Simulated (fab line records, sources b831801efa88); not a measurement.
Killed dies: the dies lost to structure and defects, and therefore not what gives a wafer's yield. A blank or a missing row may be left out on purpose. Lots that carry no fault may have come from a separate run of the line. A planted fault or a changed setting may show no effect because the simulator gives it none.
The same fault as seen by 2 desks + flow sky130 + every desk sees just its own numbers, and what lay behind them comes last

FOR THE TOOL OWNER'S DESK: wet_bench-02
The tool's own readings at SKY_FIELD_ISO_WET_ETCH_30 (etches SiO2 in dHF, target depth 25 nm, time 50 s): means of the sampled wafers that have a number, for each lot that ran on this tool. If a lot's mean is further than 4 standard deviations from the usual mean, the lot is out of limits and carries the mark OUT (the distance appears in the brackets).
Columns: A = bath_heat_duty_pct at SKY_FIELD_ISO_WET_ETCH_30, usual 5.8 %; B = temp_c at SKY_FIELD_ISO_WET_ETCH_30, usual 24.98 C
| lot  | first seen here | A              | B                       |
|------|-----------------|----------------|-------------------------|
| L778 | day 3 15:50     | 29.7 (+34) OUT | 42.20 (+99 or more) OUT |
| L779 | day 3 21:12     | 26.8 (+30) OUT | 42.20 (+99 or more) OUT |
| L795 | day 7 11:44     | 5.0            | 25.09                   |
This desk's verdict: out of limits on L778, L779, starting with L778 at day 3 15:50 (bath_heat_duty_pct at SKY_FIELD_ISO_WET_ETCH_30). L795 stayed within limits.

THE METROLOGY DESK
Lot by lot, what the gauges showed, no matter which tool ran the lot: averages of those sampled wafers that carry a number. If a lot's mean is further than 4 standard deviations from the usual mean, the lot is out of limits and carries the mark OUT (the distance appears in the brackets).
Columns: A = FIELD_ISO_OXIDATION_01_THK at SKY_FIELD_ISO_THK_MEAS_23, usual 10.04 nm; B = FIELD_ISO_CVD_24_THK at SKY_FIELD_ISO_THK_MEAS_25, usual 594 nm; C = NWELL_OXIDATION_THK at SKY_NWELL_THK_MEAS_02, usual 9.99 nm; D = DNWELL_TW at SKY_DNWELL_TW_MEAS_09, usual 1111; E = PWDE_OVL at SKY_PWDE_OVL_MEAS_07, usual 0.1 nm; F = PWDE_TW at SKY_PWDE_TW_MEAS_10, usual 372.7
| lot  | first seen here | A     | B   | C     | D    | E    | F     |
|------|-----------------|-------|-----|-------|------|------|-------|
| L776 | day 3 05:14     | 10.01 | 589 | 10.05 | 1119 | 0.6  | 370.9 |
| L778 | day 3 12:52     | 9.80  | 583 | 10.24 | 1120 | 1.3  | 373.3 |
| L779 | day 3 17:46     | 10.28 | 596 | 10.22 | 1109 | -1.4 | 373.5 |
| L788 | day 5 18:16     | 9.97  | 605 | 10.10 | 1103 | 0.9  | 374.2 |
| L793 | day 6 19:53     | 9.83  | 606 | 9.81  | 1103 | 2.2  | 374.0 |
| L795 | day 7 06:30     | 10.20 | 592 | 9.75  | 1109 | 1.5  | 373.7 |
Finding of this desk: none of the 6 lots has anything out of limits.

BROUGHT TOGETHER
On L778, L779, at day 3 15:50, an alarm was possible from the tool owner's desk.
At the metrology desk, nothing out of limits was observed.
The metrology desk has L778, L779 on record, within its limits.
Every lot named ran SKY_FIELD_ISO_WET_ETCH_30 on wet_bench-02.

WHAT THE SIMULATOR HAD PUT IN
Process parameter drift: wet_bench-02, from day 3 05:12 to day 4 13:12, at SKY_FIELD_ISO_WET_ETCH_30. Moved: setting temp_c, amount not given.
Struck lots among those shown: L778, L779.
Each desk's first reading out of limits, in hours after the fault started: the tool owner's desk, 11.
